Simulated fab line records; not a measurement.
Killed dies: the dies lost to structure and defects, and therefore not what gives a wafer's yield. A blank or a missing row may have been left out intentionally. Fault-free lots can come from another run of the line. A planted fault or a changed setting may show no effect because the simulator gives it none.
Which tool did it? | flow gf180mcu | 11 lots, 33 wafers sampled, at 4 steps of a route of 602

== WHAT THE GAUGES READ, wafer by wafer ==
GF_V2_RS_MEAS_24: a four-point-probe measurement.
lot  | measured     | on            | V2_W_RS (ohm/sq)
L219 | day 20 09:03 | film-metro-02 | 0.332 0.333 0.332
L221 | day 20 22:50 | film-metro-04 | 0.331 0.327 0.334
L222 | day 21 18:03 | film-metro-04 | 0.325 0.327 0.317
L226 | day 22 20:19 | film-metro-02 | 0.329 0.449 0.427
L227 | day 23 11:34 | film-metro-02 | 0.322 0.325 0.433
L236 | day 26 04:55 | film-metro-03 | 0.329 0.326 0.322
L237 | day 26 12:14 | film-metro-04 | 0.333 0.334 0.327
L238 | day 26 19:50 | film-metro-04 | 0.322 0.326 0.326
L240 | day 27 10:34 | film-metro-02 | 0.331 0.330 0.333
L241 | day 27 12:50 | film-metro-03 | 0.324 0.327 0.321
L242 | day 28 00:08 | film-metro-02 | 0.323 0.325 0.329

== EACH LOT AND THE TOOL THAT RAN IT (in order: tool; ch and the chambers of the sampled wafers; start) ==
lot  | GF_M2_SPUTTER_01             | GF_M2_STRIP_17                       | GF_V2_CVD_23
L219 | pvd-sputter-04, day 18 05:38 | plasma-asher-02 ch 0,1, day 19 06:20 | cvd-w-02 ch 0,1, day 20 08:56
L221 | pvd-sputter-01, day 18 19:52 | plasma-asher-04 ch 0,1, day 19 20:31 | cvd-w-01 ch 1, day 20 22:43
L222 | pvd-sputter-02, day 19 15:51 | plasma-asher-04 ch 0,1, day 20 16:30 | cvd-w-01 ch 0,1, day 21 17:56
L226 | pvd-sputter-01, day 20 18:09 | plasma-asher-04 ch 0,1, day 21 18:27 | cvd-w-02 ch 0,1, day 22 20:10
L227 | pvd-sputter-01, day 21 10:13 | plasma-asher-02 ch 0,1, day 22 10:39 | cvd-w-02 ch 0,1, day 23 11:27
L236 | pvd-sputter-01, day 24 07:30 | plasma-asher-02 ch 0,1, day 25 05:41 | cvd-w-01 ch 0,1, day 26 04:48
L237 | pvd-sputter-01, day 24 15:02 | plasma-asher-02 ch 0, day 25 13:12   | cvd-w-01 ch 0,1, day 26 12:07
L238 | pvd-sputter-02, day 24 23:41 | plasma-asher-04 ch 0,1, day 25 20:54 | cvd-w-01 ch 0,1, day 26 19:43
L240 | pvd-sputter-01, day 25 14:47 | plasma-asher-04 ch 0,1, day 26 11:36 | cvd-w-02 ch 0,1, day 27 10:27
L241 | pvd-sputter-01, day 25 16:54 | plasma-asher-04 ch 1, day 26 13:41   | cvd-w-01 ch 0,1, day 27 12:42
L242 | pvd-sputter-01, day 26 04:12 | plasma-asher-01 ch 0,1, day 27 01:19 | cvd-w-01 ch 0, day 28 00:00
- GF_M2_SPUTTER_01: material TiN, target thk 30 nm, time 25 s.
- GF_M2_STRIP_17: strips in O2/N2.
- GF_V2_CVD_23: deposits W, target thk 350 nm, time 104.94 s.

== THE ANSWER, worked out from the rows above alone ==
Rule: the lots themselves supply what counts as usual. Put in order of their means at a reading, lots are off if they are a third of the lots or fewer, leave a main group of 4 or more, and stand apart from it by a gap of 3 or more times the standard deviation of the main group's means; of several such gaps the widest counts. A main group is skipped when, at the precision printed for the reading in the tables above, its means are all equal. A lot without any number at a reading at which 4 lots or more have one is off too. All remaining lots with rows at the step are treated as sound.
Off: L226, L227, seen at GF_V2_RS_MEAS_24 (V2_W_RS). Mean 0.328 ohm/sq and standard deviation 0.0035 in the main group.
If a tool, at a process step before that reading, ran all the lots that are off and no sound lot after the first of them, it fits. Gauges at GF_V2_RS_MEAS_24: tried the same way as those tools. No candidate that was tried fits.

== WHAT THE SIMULATOR PUT IN ==
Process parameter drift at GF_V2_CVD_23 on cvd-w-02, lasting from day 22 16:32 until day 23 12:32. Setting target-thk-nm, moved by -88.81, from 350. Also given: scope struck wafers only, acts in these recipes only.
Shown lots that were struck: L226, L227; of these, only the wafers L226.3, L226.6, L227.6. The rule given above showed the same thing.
